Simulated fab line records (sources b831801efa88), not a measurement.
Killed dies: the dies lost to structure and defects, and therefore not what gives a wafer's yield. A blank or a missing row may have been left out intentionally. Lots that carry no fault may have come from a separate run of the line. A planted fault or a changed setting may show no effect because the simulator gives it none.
fab line records ; flow sky130
record lots=14; wafers=42; last_day=50
route steps=708 shown DNWELL@43 NWELL@63 VT_ADJUST_HVTP@93
lots that met no fault: from a run of the same line without faults
start_h: start of the lot's first displayed wafer, in hours after the record's first day ; wait_h: hours since the lot's step before ; " as in the row above ; L1.1+2: a single row standing in for several wafers ; - no value, or no start was given ; * or withheld: withheld ; < > ~ a bound
route shown NAME@n: names a module that has steps shown in the file, with the first one's number in the route ; usual: average and standard deviation across the fault-free wafers ; same: alike in all rows ; chamber/n: place in a boat ; sites: each site's reading ; _std_site: standard deviation of those values ; _edge_site: the outer-site mean with the inner-site mean subtracted ; radius_mm: how far each site lies from the wafer's centre ; mask NAME#n: copy n ; behind: the most recent tool/chamber to have shaped the wafer ; hold: reason for holding the lot/hours on hold/outcome of the hold ; device: names the non-switching transistor (n, p or np) ; end of line: the route-end tests of the same wafers ; step lacking rows: just its recipe ; killed: the dies lost at the first sort to structure and to defects; this is not the yield of the wafer ; map: dies across one wafer; x = killed, . = not, _ = none there
set.NAME: the setting that was run; set.NAME@STEP: the one run at that earlier step ; model.NAME: the simulator's own value behind a step, which no gauge read
steps of the route over a sample of lots; a table a step, a row a wafer
services: when a tool's chamber went out of use (start_h, in hours from the record's first day, below 0 if earlier), for how many hours, and the reason
## steps
# step SKY_DNWELL_STRIP_08
# recipe chemistry=O2/N2; power_w=1400; pressure_mtorr=1500; platen_temp_c=withheld; o2_flow_sccm=3000; n2_flow_sccm=300; overash_fraction=0.5
# usual chamber_pressure_mTorr=1500.0/1.4; drypump_motor_current_A=5.59/0.26; oes_product_au=0.722/0.0047; strip_time_to_endpoint_s=36.91/0.11
# same overash_fraction=0.5
lot.wafer;tool;chamber;start_h;wait_h;chamber_pressure_mTorr;drypump_motor_current_A;oes_product_au;rf_hours_counter_h;strip_time_to_endpoint_s
L991.2;plasma_asher-01;0;53.73;0.1;1499.9;6.01;0.717;37;37.06
L991.3;plasma_asher-01;0;53.73;0.1;1501.5;6.04;0.718;-;36.95
L991.4;plasma_asher-01;1;53.73;0.1;1502.4;5.46;0.721;-;36.96
L994.2;plasma_asher-02;1;65.83;0.1;1497.6;5.46;0.714;28;37.06
L994.3;plasma_asher-02;0;65.83;0.1;1500.6;5.72;0.726;-;36.98
L994.4;plasma_asher-02;1;65.83;0.1;1501.2;5.47;0.725;-;36.99
L997.1;plasma_asher-02;0;84.89;0.1;1500.5;5.71;0.731;30;36.83
L997.2;plasma_asher-02;1;84.89;0.1;1498.5;5.46;0.724;30;36.82
L997.4;plasma_asher-02;1;84.89;0.1;1497.8;5.47;0.720;-;36.89
L999.1;plasma_asher-01;1;97.73;0.1;1499.5;5.44;0.722;42;36.99
L999.5;plasma_asher-01;1;97.73;0.1;1501.0;5.41;0.729;-;36.98
L999.6;plasma_asher-01;0;97.73;0.1;1499.9;6.01;0.725;-;37.01
L101.1;plasma_asher-02;0;123.34;0.1;1498.3;5.71;0.726;34;36.92
L101.2;plasma_asher-02;1;123.34;0.1;1500.4;5.47;0.719;34;36.84
L101.6;plasma_asher-02;1;123.34;0.1;1499.6;5.47;0.726;-;36.96
L104.1;plasma_asher-03;0;125.98;0.1;1501.7;5.62;0.720;43;36.77
L104.5;plasma_asher-03;0;125.98;0.1;1500.5;5.62;0.721;-;36.93
L104.6;plasma_asher-03;1;125.98;0.1;1501.1;5.13;0.724;-;36.68
L105.1;plasma_asher-03;0;133.03;0.1;1503.6;5.60;0.735;44;37.06
L105.2;plasma_asher-03;1;133.03;0.1;1500.8;5.15;0.714;44;36.95
L105.4;plasma_asher-03;0;133.03;0.1;1499.1;5.61;0.725;-;36.90
L106.1;plasma_asher-01;1;133.38;0.1;1500.8;5.45;0.726;1;37.01
L106.2;plasma_asher-01;0;133.38;0.1;1501.4;5.99;0.720;1;37.06
L106.6;plasma_asher-01;1;133.38;0.1;1499.8;5.43;0.714;-;37.00
L109.1;plasma_asher-01;1;151.38;0.1;1500.7;5.43;0.721;3;36.87
L109.4;plasma_asher-01;1;151.38;0.1;1499.2;5.45;0.729;-;36.73
L109.5;plasma_asher-01;1;151.38;0.1;1498.2;5.44;0.728;-;37.00
L108.2;plasma_asher-03;1;151.46;0.1;1500.9;5.16;0.724;45;36.82
L108.3;plasma_asher-03;1;151.46;0.1;1498.5;5.15;0.723;-;36.72
L108.5;plasma_asher-03;1;151.46;0.1;1500.5;5.14;0.725;-;36.92
L110.4;plasma_asher-01;0;156.87;0.1;1500.0;6.05;0.720;-;36.82
L110.5;plasma_asher-01;1;156.87;0.1;1500.4;5.45;0.721;-;36.71
L110.6;plasma_asher-01;0;156.87;0.1;1500.4;6.03;0.727;-;36.83
L112.1;plasma_asher-02;0;163.91;0.1;1498.3;5.74;0.715;38;37.00
L112.4;plasma_asher-02;1;163.91;0.1;1499.1;5.46;0.721;-;36.99
L112.6;plasma_asher-02;0;163.91;0.1;1501.3;5.73;0.724;-;36.96
L113.2;plasma_asher-01;0;170.14;0.1;1500.0;6.00;0.714;5;37.16
L113.4;plasma_asher-01;0;170.14;0.1;1500.1;6.01;0.721;-;37.02
L113.5;plasma_asher-01;1;170.14;0.1;1500.1;5.41;0.722;-;37.08
L114.1;plasma_asher-02;1;176.39;0.1;1498.6;5.47;0.726;39;36.90
L114.2;plasma_asher-02;0;176.39;0.1;1500.4;5.71;0.720;39;36.86
L114.3;plasma_asher-02;1;176.39;0.1;1502.1;5.46;0.719;-;36.87
# step SKY_NWELL_OVL_MEAS_10
# usual NWELL_00_OVL=0.9/1.3
lot.wafer;tool;chamber;start_h;wait_h;NWELL_00_OVL[nm]
L991.2;overlay-02;-;87.26;-;-1.1
L991.3;overlay-02;-;87.26;-;0.3
L991.4;overlay-02;-;87.26;-;0.0
L994.2;overlay-01;-;99.32;-;1.5
L994.3;overlay-01;-;99.32;-;-0.2
L994.4;overlay-01;-;99.32;-;2.4
L997.1;overlay-01;-;119.01;-;0.2
L997.2;overlay-01;-;119.01;-;0.7
L997.4;overlay-01;-;119.01;-;0.9
L999.1;overlay-02;-;133.29;-;2.0
L999.5;overlay-02;-;133.29;-;1.3
L999.6;overlay-02;-;133.29;-;1.8
L101.1;overlay-01;-;161.56;-;2.6
L101.2;overlay-01;-;161.56;-;1.4
L101.6;overlay-01;-;161.56;-;0.5
L104.1;overlay-02;-;165.14;-;-0.2
L104.5;overlay-02;-;165.14;-;0.2
L104.6;overlay-02;-;165.14;-;-1.5
L105.1;overlay-02;-;172.99;-;1.3
L105.2;overlay-02;-;172.99;-;2.1
L105.4;overlay-02;-;172.99;-;1.5
L106.1;overlay-01;-;173.46;-;3.8
L106.2;overlay-01;-;173.46;-;1.6
L106.6;overlay-01;-;173.46;-;1.1
L109.1;overlay-01;-;191.26;-;-0.5
L109.4;overlay-01;-;191.26;-;0.8
L109.5;overlay-01;-;191.26;-;-0.3
L108.2;overlay-01;-;191.61;-;2.4
L108.3;overlay-01;-;191.61;-;1.1
L108.5;overlay-01;-;191.61;-;1.0
L110.4;overlay-02;-;196.66;-;0.4
L110.5;overlay-02;-;196.66;-;2.1
L110.6;overlay-02;-;196.66;-;2.0
L112.1;overlay-01;-;205.49;-;0.2
L112.4;overlay-01;-;205.49;-;2.8
L112.6;overlay-01;-;205.49;-;0.2
L113.2;overlay-01;-;211.52;-;-0.4
L113.4;overlay-01;-;211.52;-;-1.8
L113.5;overlay-01;-;211.52;-;1.0
L114.1;overlay-02;-;218.54;-;0.3
L114.2;overlay-02;-;218.54;-;0.1
L114.3;overlay-02;-;218.54;-;-1.2
# step SKY_NWELL_STRIP_25
# recipe chemistry=O2/N2; power_w=1400; pressure_mtorr=1500; platen_temp_c=withheld; o2_flow_sccm=3000; n2_flow_sccm=300; overash_fraction=0.5
# usual chamber_pressure_mTorr=1500.0/1.5; drypump_motor_current_A=5.7/0.33; oes_product_au=0.722/0.0043; overash_fraction=0.5/0; strip_time_to_endpoint_s=36.92/0.12
lot.wafer;tool;chamber;start_h;wait_h;chamber_pressure_mTorr;drypump_motor_current_A;oes_product_au;overash_fraction;rf_hours_counter_h;strip_time_to_endpoint_s
L991.2;plasma_asher-02;0;104.14;0.1;1499.7;5.7;0.709;0.5;32;36.93
L991.3;plasma_asher-02;0;104.14;0.1;1499.1;5.7;0.717;0.5;-;36.96
L991.4;plasma_asher-02;1;104.14;0.1;1500.9;5.5;0.721;0.5;-;36.93
L994.2;plasma_asher-03;0;116.83;0.1;1500.7;5.6;0.716;0.5;42;37.02
L994.3;plasma_asher-03;0;116.83;0.1;1501.2;5.6;0.730;0.5;-;37.05
L994.4;plasma_asher-03;1;116.83;0.1;1502.3;5.2;0.721;0.5;-;37.12
L997.1;plasma_asher-02;0;138.08;0.1;1498.2;5.7;0.720;0.5;35;36.67
L997.2;plasma_asher-02;1;138.08;0.1;1501.1;5.5;0.724;0.5;35;36.62
L997.4;plasma_asher-02;1;138.08;0.1;1501.8;5.5;0.721;0.5;-;36.54
L999.1;plasma_asher-04;0;153.28;0.1;1497.1;6.2;0.723;0.5;46;36.91
L999.5;plasma_asher-04;1;153.28;0.1;1500.5;5.8;0.725;0.5;-;36.90
L999.6;plasma_asher-04;0;153.28;0.1;1500.1;6.2;0.724;0.5;-;36.89
L101.1;plasma_asher-03;0;182.66;0.1;1500.7;5.7;0.726;0.5;48;36.80
L101.2;plasma_asher-03;1;182.66;0.1;1499.0;5.1;0.728;0.5;48;36.95
L101.6;plasma_asher-03;0;182.66;0.1;1499.1;5.6;0.720;0.5;-;36.98
L104.1;plasma_asher-02;1;185.44;0.1;-;-;-;-;-;-
L104.5;plasma_asher-02;1;185.44;0.1;-;-;-;-;-;-
L104.6;plasma_asher-02;0;185.44;0.1;-;-;-;-;-;-
L105.1;plasma_asher-04;1;194.59;0.1;-;-;-;-;-;-
L105.2;plasma_asher-04;0;194.59;0.1;-;-;-;-;-;-
L105.4;plasma_asher-04;0;194.59;0.1;-;-;-;-;-;-
L106.1;plasma_asher-02;0;194.93;0.1;1499.2;5.7;0.719;0.5;41;36.94
L106.2;plasma_asher-02;1;194.93;0.1;1499.3;5.5;0.725;0.5;41;36.84
L106.6;plasma_asher-02;1;194.93;0.1;1498.6;5.5;0.720;0.5;-;36.91
L109.1;plasma_asher-02;1;212.73;0.1;1502.3;5.5;0.727;0.5;43;36.98
L109.4;plasma_asher-02;1;212.73;0.1;1503.1;5.5;0.724;0.5;-;37.05
L109.5;plasma_asher-02;0;212.73;0.1;1500.3;5.7;0.718;0.5;-;36.93
L108.2;plasma_asher-03;1;213.59;0.1;1497.8;5.1;0.728;0.5;51;36.82
L108.3;plasma_asher-03;1;213.59;0.1;1499.9;5.1;0.721;0.5;-;36.89
L108.5;plasma_asher-03;0;213.59;0.1;1501.8;5.7;0.719;0.5;-;36.75
L110.4;plasma_asher-03;1;218.64;0.1;1499.5;5.2;0.724;0.5;-;36.66
L110.5;plasma_asher-03;1;218.64;0.1;1500.9;5.2;0.717;0.5;-;36.77
L110.6;plasma_asher-03;0;218.64;0.1;1498.9;5.6;0.723;0.5;-;36.60
L112.1;plasma_asher-04;0;227.94;0.1;1501.3;6.2;0.730;0.5;54;36.84
L112.4;plasma_asher-04;0;227.94;0.1;1498.1;6.2;0.727;0.5;-;36.87
L112.6;plasma_asher-04;0;227.94;0.1;1498.2;6.2;0.724;0.5;-;36.98
L113.2;plasma_asher-04;1;233.85;0.1;1503.0;5.8;0.717;0.5;54;37.01
L113.4;plasma_asher-04;1;233.85;0.1;1500.2;5.8;0.723;0.5;-;36.87
L113.5;plasma_asher-04;1;233.85;0.1;1500.3;5.8;0.723;0.5;-;36.94
L114.1;plasma_asher-04;0;241.44;0.1;1500.2;6.2;0.723;0.5;55;36.95
L114.2;plasma_asher-04;1;241.44;0.1;1500.4;5.8;0.725;0.5;55;37.00
L114.3;plasma_asher-04;0;241.44;0.1;1501.3;6.2;0.723;0.5;-;36.88
# step SKY_VT_ADJUST_HVTP_OVL_MEAS_08
# usual VT_ADJUST_HVTP_OVL=0.1/1
lot.wafer;tool;chamber;start_h;wait_h;VT_ADJUST_HVTP_OVL[nm]
L991.2;overlay-01;-;121.74;0.1;0.4
L991.3;overlay-01;-;121.74;0.1;-0.3
L991.4;overlay-01;-;121.74;0.1;0.6
L994.2;overlay-02;-;135.98;0.1;1.2
L994.3;overlay-02;-;135.98;0.1;1.3
L994.4;overlay-02;-;135.98;0.1;-0.1
L997.1;overlay-02;-;158.30;0.1;1.0
L997.2;overlay-02;-;158.30;0.1;0.3
L997.4;overlay-02;-;158.30;0.1;1.4
L999.1;overlay-01;-;173.88;0.1;0.0
L999.5;overlay-01;-;173.88;0.1;-0.5
L999.6;overlay-01;-;173.88;0.1;1.7
L101.1;overlay-02;-;204.10;0.1;-1.8
L101.2;overlay-02;-;204.10;0.1;-1.7
L101.6;overlay-02;-;204.10;0.1;0.2
L104.1;overlay-02;-;206.90;0.1;0.6
L104.5;overlay-02;-;206.90;0.1;0.1
L104.6;overlay-02;-;206.90;0.1;-0.1
L105.1;overlay-01;-;216.03;0.1;0.3
L105.2;overlay-01;-;216.03;0.1;-0.4
L105.4;overlay-01;-;216.03;0.1;1.6
L106.1;overlay-02;-;216.90;0.1;0.1
L106.2;overlay-02;-;216.90;0.1;0.4
L106.6;overlay-02;-;216.90;0.1;-1.2
L109.1;overlay-02;-;235.28;0.1;0.0
L109.4;overlay-02;-;235.28;0.1;-0.9
L109.5;overlay-02;-;235.28;0.1;0.1
L108.2;overlay-02;-;236.51;0.1;2.6
L108.3;overlay-02;-;236.51;0.1;-1.0
L108.5;overlay-02;-;236.51;0.1;0.1
L110.4;overlay-01;-;241.95;0.1;0.8
L110.5;overlay-01;-;241.95;0.1;0.9
L110.6;overlay-01;-;241.95;0.1;0.9
L112.1;overlay-01;-;251.80;0.1;2.2
L112.4;overlay-01;-;251.80;0.1;3.2
L112.6;overlay-01;-;251.80;0.1;-0.3
L113.2;overlay-02;-;257.26;0.1;-0.5
L113.4;overlay-02;-;257.26;0.1;-1.1
L113.5;overlay-02;-;257.26;0.1;-0.6
L114.1;overlay-01;-;266.44;0.1;-0.9
L114.2;overlay-01;-;266.44;0.1;2.2
L114.3;overlay-01;-;266.44;0.1;0.5
# step SKY_VT_ADJUST_HVTP_STRIP_10
# recipe chemistry=O2/N2; power_w=1400; pressure_mtorr=1500; platen_temp_c=withheld; o2_flow_sccm=3000; n2_flow_sccm=300; overash_fraction=0.5
# usual chamber_pressure_mTorr=1500.0/1.4; drypump_motor_current_A=5.81/0.27; oes_product_au=0.716/0.0044; strip_time_to_endpoint_s=14.19/0.038
# same overash_fraction=0.5
lot.wafer;tool;chamber;start_h;wait_h;chamber_pressure_mTorr;drypump_motor_current_A;oes_product_au;rf_hours_counter_h;strip_time_to_endpoint_s
L991.2;plasma_asher-04;1;121.92;0.1;1499.5;5.78;0.711;43;14.11
L991.3;plasma_asher-04;0;121.92;0.1;1500.5;6.18;0.715;-;14.11
L991.4;plasma_asher-04;1;121.92;0.1;1500.7;5.80;0.714;-;14.12
L994.2;plasma_asher-02;1;136.16;0.1;1501.3;5.46;0.715;35;14.21
L994.3;plasma_asher-02;0;136.16;0.1;1498.5;5.72;0.716;-;14.18
L994.4;plasma_asher-02;1;136.16;0.1;1500.6;5.46;0.721;-;14.14
L997.1;plasma_asher-01;0;158.49;0.1;1499.8;5.97;0.713;4;14.22
L997.2;plasma_asher-01;1;158.49;0.1;1499.8;5.43;0.712;4;14.18
L997.4;plasma_asher-01;0;158.49;0.1;1498.8;5.99;0.714;-;14.20
L999.1;plasma_asher-02;0;174.06;0.1;1501.7;5.72;0.714;39;14.26
L999.5;plasma_asher-02;0;174.06;0.1;1499.1;5.73;0.712;-;14.25
L999.6;plasma_asher-02;1;174.06;0.1;1501.9;5.48;0.715;-;14.22
L101.1;plasma_asher-04;0;204.29;0.1;1500.6;6.18;0.719;51;14.15
L101.2;plasma_asher-04;1;204.29;0.1;1499.7;5.79;0.707;51;14.15
L101.6;plasma_asher-04;1;204.29;0.1;1502.3;5.80;0.712;-;14.12
L104.1;plasma_asher-04;0;207.09;0.1;1497.3;6.16;0.735;52;58.68
L104.5;plasma_asher-04;1;207.09;0.1;1500.6;5.77;0.727;-;58.57
L104.6;plasma_asher-04;0;207.09;0.1;1497.3;6.17;0.735;-;58.50
L105.1;plasma_asher-04;1;216.21;0.1;1501.8;5.75;0.727;53;58.76
L105.2;plasma_asher-04;0;216.21;0.1;1500.2;6.16;0.731;53;58.67
L105.4;plasma_asher-04;0;216.21;0.1;1500.0;6.17;0.731;-;58.68
L106.1;plasma_asher-04;1;217.09;0.1;1497.9;5.82;0.715;53;14.17
L106.2;plasma_asher-04;0;217.09;0.1;1497.7;6.18;0.717;53;14.17
L106.6;plasma_asher-04;1;217.09;0.1;1502.3;5.81;0.719;-;14.19
L109.1;plasma_asher-02;0;235.46;0.1;1500.0;5.72;0.717;45;14.17
L109.4;plasma_asher-02;1;235.46;0.1;1500.7;5.48;0.714;-;14.16
L109.5;plasma_asher-02;1;235.46;0.1;1500.2;5.49;0.718;-;14.18
L108.2;plasma_asher-04;1;236.69;0.1;1500.2;5.78;0.724;55;14.22
L108.3;plasma_asher-04;0;236.69;0.1;1499.2;6.18;0.724;-;14.18
L108.5;plasma_asher-04;1;236.69;0.1;1501.2;5.78;0.720;-;14.20
L110.4;plasma_asher-01;0;242.16;0.1;1500.6;6.05;0.710;-;14.21
L110.5;plasma_asher-01;1;242.16;0.1;1500.1;5.44;0.724;-;14.23
L110.6;plasma_asher-01;0;242.16;0.1;1499.4;6.03;0.711;-;14.20
L112.1;plasma_asher-04;1;251.99;0.1;1501.6;5.77;0.711;56;14.18
L112.4;plasma_asher-04;1;251.99;0.1;1501.9;5.80;0.719;-;14.20
L112.6;plasma_asher-04;0;251.99;0.1;1502.3;6.18;0.717;-;14.24
L113.2;plasma_asher-02;1;257.44;0.1;1500.0;5.46;0.710;47;14.21
L113.4;plasma_asher-02;0;257.44;0.1;1500.5;5.71;0.720;-;14.21
L113.5;plasma_asher-02;0;257.44;0.1;1500.0;5.71;0.712;-;14.16
L114.1;plasma_asher-02;1;266.62;0.1;1500.5;5.46;0.712;48;14.17
L114.2;plasma_asher-02;0;266.62;0.1;1501.6;5.70;0.715;48;14.19
L114.3;plasma_asher-02;0;266.62;0.1;1501.1;5.72;0.715;-;14.24
# step SKY_VT_ADJUST_HVTP_TW_MEAS_11
# usual VT_ADJUST_HVTP_TW=1353/11
lot.wafer;tool;chamber;start_h;wait_h;VT_ADJUST_HVTP_TW
L991.2;film_metro-02;-;122.03;0.1;1343
L991.3;film_metro-02;-;122.03;0.1;1341
L991.4;film_metro-02;-;122.03;0.1;1336
L994.2;film_metro-02;-;136.27;0.1;1346
L994.3;film_metro-02;-;136.27;0.1;1343
L994.4;film_metro-02;-;136.27;0.1;1343
L997.1;film_metro-04;-;158.59;0.1;1371
L997.2;film_metro-04;-;158.59;0.1;1371
L997.4;film_metro-04;-;158.59;0.1;1372
L999.1;film_metro-04;-;174.16;0.1;1371
L999.5;film_metro-04;-;174.16;0.1;1370
L999.6;film_metro-04;-;174.16;0.1;1363
L101.1;film_metro-04;-;204.39;0.1;1367
L101.2;film_metro-04;-;204.39;0.1;1366
L101.6;film_metro-04;-;204.39;0.1;1358
L104.1;film_metro-02;-;207.19;0.1;30
L104.5;film_metro-02;-;207.19;0.1;30
L104.6;film_metro-02;-;207.19;0.1;30
L105.1;film_metro-02;-;216.31;0.1;30
L105.2;film_metro-02;-;216.31;0.1;30
L105.4;film_metro-02;-;216.31;0.1;30
L106.1;film_metro-02;-;217.19;0.1;1347
L106.2;film_metro-02;-;217.19;0.1;1344
L106.6;film_metro-02;-;217.19;0.1;1346
L109.1;film_metro-04;-;235.56;0.1;1368
L109.4;film_metro-04;-;235.56;0.1;1361
L109.5;film_metro-04;-;235.56;0.1;1354
L108.2;film_metro-03;-;236.80;0.1;1344
L108.3;film_metro-03;-;236.80;0.1;1349
L108.5;film_metro-03;-;236.80;0.1;1346
L110.4;film_metro-04;-;242.25;0.1;1365
L110.5;film_metro-04;-;242.25;0.1;1363
L110.6;film_metro-04;-;242.25;0.1;1359
L112.1;film_metro-03;-;252.09;0.1;1356
L112.4;film_metro-03;-;252.09;0.1;1355
L112.6;film_metro-03;-;252.09;0.1;1362
L113.2;film_metro-02;-;257.55;0.1;1338
L113.4;film_metro-02;-;257.55;0.1;1347
L113.5;film_metro-02;-;257.55;0.1;1339
L114.1;film_metro-04;-;266.72;0.1;1365
L114.2;film_metro-04;-;266.72;0.1;1355
L114.3;film_metro-04;-;266.72;0.1;1362
## services
tool;chamber;start_h;hours;kind
plasma_asher-01;-;66.94;3.0;repair
plasma_asher-04;-;71.70;10.0;repair
plasma_asher-01;-;108.75;9.0;pm
plasma_asher-01;0;108.75;9.0;vent_cycle
plasma_asher-01;1;108.75;9.0;vent_cycle
plasma_asher-01;0;117.75;-;clean
plasma_asher-01;1;117.75;-;clean
plasma_asher-03;-;247.96;0.6;repair
plasma_asher-04;-;264.37;1.5;repair
## key
first_sign step=SKY_NWELL_STRIP_25; reading=tool_record; direction=missing
effect step=SKY_VT_ADJUST_HVTP_STRIP_10; reading=strip_time_to_endpoint_s; direction=up; sigmas=99+; usual=*; struck=*
effect step=SKY_VT_ADJUST_HVTP_TW_MEAS_11; reading=VT_ADJUST_HVTP_TW; direction=down; sigmas=99+; usual=1353; struck=30
met_at SKY_NWELL_STRIP_25
struck_lots L104,L105
sort_left_out L104.1,L104.5,L104.6,L105.1,L105.2,L105.4
tester_left_out L104,L105
not_acting_at SKY_DNWELL_STRIP_08,SKY_NWELL_OVL_MEAS_10,SKY_VT_ADJUST_HVTP_OVL_MEAS_08
onset_between 153.28 185.44
fault kind=skipped_step_whole; tool=plasma_asher-02,plasma_asher-04; chamber=-; onset_h=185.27; steps=SKY_NWELL_STRIP_25; scope=struck_lots_only
# tester_left_out: of these lots the tester's yield and bins aren't shown, on N5 and GAA mostly nor the transistor test; their killed dies are dies lost to structure and defects alone, not to doping, threshold or leakage, so they don't give the yield
# sort_left_out: the simulated sort isn't trusted on such a fault, so these wafers' sort isn't shown, and their yield isn't known
